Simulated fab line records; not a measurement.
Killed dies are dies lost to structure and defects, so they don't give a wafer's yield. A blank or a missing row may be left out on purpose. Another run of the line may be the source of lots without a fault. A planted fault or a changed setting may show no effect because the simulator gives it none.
Which of the tools did it? ; flow sky130 ; 42 wafers from 14 lots sampled at 6 of the route's 708 steps

WHAT EACH GAUGE READ, for each wafer
SKY_FIELD_ISO_BOW_MEAS_00.
lot;measured;on;INCOMING_BOW (um)
L140;day 1 20:01;filmMetro-01;-11 -2 3
L141;day 2 01:00;filmMetro-01;-4 -7 1
L142;day 2 06:00;filmMetro-01;6 -4 1
L143;day 2 11:00;filmMetro-03;-5 11 5
L145;day 2 21:02;filmMetro-02;3 5 6
L146;day 3 02:00;filmMetro-02;13 -7 7
L149;day 3 17:00;filmMetro-03;10 -4 0
L150;day 3 22:01;filmMetro-02;11 -3 6
L151;day 4 03:00;filmMetro-01;1 -1 8
L152;day 4 08:00;filmMetro-01;9 4 -8
L157;day 5 09:00;filmMetro-01;10 -9 8
L158;day 5 14:01;filmMetro-02;7 8 8
L159;day 5 19:02;filmMetro-01;-10 -12 -4
L161;day 6 05:00;filmMetro-01;5 4 -3

SKY_VT_ADJUST_PCH_OVL_MEAS_07.
lot;measured;on;VT_ADJUST_PCH_OVL (nm)
L140;day 10 23:26;overlay-01;1.6 1.4 1.3
L141;day 11 05:32;overlay-01;2.1 1.8 0.7
L142;day 11 12:41;overlay-01;-0.7 0.5 0.0
L143;day 12 01:01;overlay-02;-2.2 -3.2 -1.4
L145;day 12 06:57;overlay-01;-0.7 0.0 -1.4
L146;day 12 14:52;overlay-01;2.3 0.4 0.1
L149;day 13 17:32;overlay-02;- - -
L150;day 14 01:20;overlay-02;- - -
L151;day 14 04:52;overlay-02;-0.6 -0.4 -0.4
L152;day 14 15:11;overlay-01;3.0 -1.5 1.6
L157;day 17 01:59;overlay-02;1.4 1.3 0.4
L158;day 17 11:17;overlay-02;-1.6 0.0 1.6
L159;day 17 08:09;overlay-02;0.6 1.1 0.1
L161;day 17 18:41;overlay-02;1.0 0.7 1.7

SKY_SONOS_TUNNEL_TW_MEAS_12.
lot;measured;on;SONOS_TUNNEL_TW
L140;day 11 23:30;filmMetro-01;199.0 199.7 198.2
L141;day 12 06:09;filmMetro-04;196.0 195.0 194.3
L142;day 12 13:19;filmMetro-01;198.0 198.6 198.6
L143;day 13 02:37;filmMetro-01;200.2 201.1 200.4
L145;day 13 08:30;filmMetro-02;201.3 201.6 200.8
L146;day 13 16:56;filmMetro-01;198.9 199.6 200.5
L149;day 14 20:00;filmMetro-02;216.9 215.7 215.7
L150;day 15 05:19;filmMetro-04;209.1 209.7 208.6
L151;day 15 08:22;filmMetro-01;200.0 198.3 198.4
L152;day 15 18:47;filmMetro-01;199.1 198.1 197.6
L157;day 18 08:37;filmMetro-02;200.3 200.2 200.4
L158;day 18 17:01;filmMetro-04;194.5 195.5 194.5
L159;day 18 14:08;filmMetro-01;198.8 198.5 198.4
L161;day 19 00:30;filmMetro-01;197.5 198.9 197.7

SKY_SONOS_ONO_THK_MEAS_03.
lot;measured;on;SONOS_ONO_CVD_02_THK (nm)
L140;day 12 05:37;filmMetro-02;10.59 10.64 10.74
L141;day 12 14:11;filmMetro-02;10.32 10.25 10.35
L142;day 12 17:01;filmMetro-01;10.34 10.47 10.38
L143;day 13 09:12;filmMetro-02;10.50 10.29 10.35
L145;day 13 20:45;filmMetro-01;10.35 10.22 10.27
L146;day 13 20:44;filmMetro-03;10.43 10.43 10.42
L149;day 15 00:36;filmMetro-03;10.45 10.39 10.47
L150;day 15 10:41;filmMetro-01;10.55 10.51 10.58
L151;day 15 11:50;filmMetro-03;10.38 10.41 10.64
L152;day 16 02:02;filmMetro-01;10.58 10.38 10.48
L157;day 18 14:30;filmMetro-01;10.42 10.50 10.58
L158;day 18 21:09;filmMetro-03;10.05 10.14 10.14
L159;day 18 20:07;filmMetro-03;10.56 10.58 10.60
L161;day 19 03:53;filmMetro-01;10.36 10.18 10.12

SKY_POLY_GATE_THK_MEAS_04.
lot;measured;on;POLY_GATE_CVD_03_THK (nm)
L140;day 16 00:29;filmMetro-04;75.1 75.3 75.7
L141;day 16 07:17;filmMetro-04;74.3 73.9 74.3
L142;day 16 12:47;filmMetro-04;74.2 74.5 74.4
L143;day 17 02:08;filmMetro-03;75.2 75.4 75.9
L145;day 17 18:07;filmMetro-03;76.1 75.9 76.2
L146;day 17 19:28;filmMetro-02;75.5 75.1 75.4
L149;day 19 00:17;filmMetro-02;75.9 74.8 76.0
L150;day 19 11:16;filmMetro-04;74.3 74.7 74.6
L151;day 19 09:53;filmMetro-02;74.9 74.5 73.5
L152;day 20 04:51;filmMetro-03;74.3 74.0 74.3
L157;day 22 19:11;filmMetro-03;75.0 74.6 75.0
L158;day 23 06:06;filmMetro-03;73.4 74.5 74.6
L159;day 23 01:22;filmMetro-02;74.7 74.2 74.7
L161;day 23 09:21;filmMetro-04;73.2 74.1 74.1

WHAT TOOL EACH LOT RAN ON (gives the tool, then ch and the chambers of the sampled wafers, and finally the start)
lot;SKY_VT_ADJUST_PCH_COAT_02
L140;lithoTrack-03 ch 0, day 10 11:03
L141;lithoTrack-02 ch 0, day 10 17:47
L142;lithoTrack-03 ch 0, day 11 00:43
L143;lithoTrack-03 ch 0, day 11 12:28
L145;lithoTrack-03 ch 0, day 11 19:55
L146;lithoTrack-04 ch 0, day 12 02:32
L149;lithoTrack-02, day 13 05:08
L150;lithoTrack-03, day 13 11:51
L151;lithoTrack-02 ch 0, day 13 16:17
L152;lithoTrack-03 ch 0, day 14 01:55
L157;lithoTrack-02 ch 0, day 16 11:17
L158;lithoTrack-03 ch 0, day 16 19:42
L159;lithoTrack-02 ch 0, day 16 17:32
L161;lithoTrack-04 ch 0, day 17 03:50
- SKY_VT_ADJUST_PCH_COAT_02: resist thk 3000 nm.

WHAT THE TOOLS THEMSELVES READ (means of the sampled wafers that have a number; where no wafer has one, the mark that the record gives instead)
SKY_VT_ADJUST_PCH_COAT_02.
lot;tool;chillPlateTempC (C);dispensePressureKPa (kPa)
L140;lithoTrack-03;22.91;49.5
L141;lithoTrack-02;23.19;49.2
L142;lithoTrack-03;23.05;49.5
L143;lithoTrack-03;22.93;49.5
L145;lithoTrack-03;23.14;49.5
L146;lithoTrack-04;22.86;48.2
L149;lithoTrack-02;-;-
L150;lithoTrack-03;-;-
L151;lithoTrack-02;22.99;49.2
L152;lithoTrack-03;22.78;49.5
L157;lithoTrack-02;23.08;49.2
L158;lithoTrack-03;23.16;49.5
L159;lithoTrack-02;23.09;49.2
L161;lithoTrack-04;23.01;48.1

THE ANSWER, worked out from the rows above alone
Rule: the usual values come from the lots themselves. Put in order of their means at a reading, lots are off if they are a third of the lots or fewer, leave a main group of 4 or more, and stand apart from it by a gap of 3 or more times the standard deviation of the main group's means; of several such gaps the widest counts. Not used: any main group whose means are identical at the precision the tables above print for the reading. A lot without any number at a reading at which 4 lots or more have one is off too. The other lots that the step has rows for count as sound. The gauges are gone through in route order, then the tools' own readings, and for those a lot's mean is taken as printed above. The first step at which some lot is off is used, and at that step the reading that is off furthest; a lot without a number counts as furthest.
Off: L149, L150, seen at SKY_VT_ADJUST_PCH_OVL_MEAS_07 (VT_ADJUST_PCH_OVL). Without a number there: L149, L150. Main group: mean 0.3 nm, sd 1.1.
If a tool, at a process step before that reading, ran all the lots that are off and no sound lot after the first of them, it fits. The gauges at SKY_VT_ADJUST_PCH_OVL_MEAS_07 aren't tried: what is off there is off at SKY_SONOS_TUNNEL_TW_MEAS_12 too, on other tools, and a gauge's error can't cause that. None of those tried fits.

WHAT THE SIMULATOR PUT IN
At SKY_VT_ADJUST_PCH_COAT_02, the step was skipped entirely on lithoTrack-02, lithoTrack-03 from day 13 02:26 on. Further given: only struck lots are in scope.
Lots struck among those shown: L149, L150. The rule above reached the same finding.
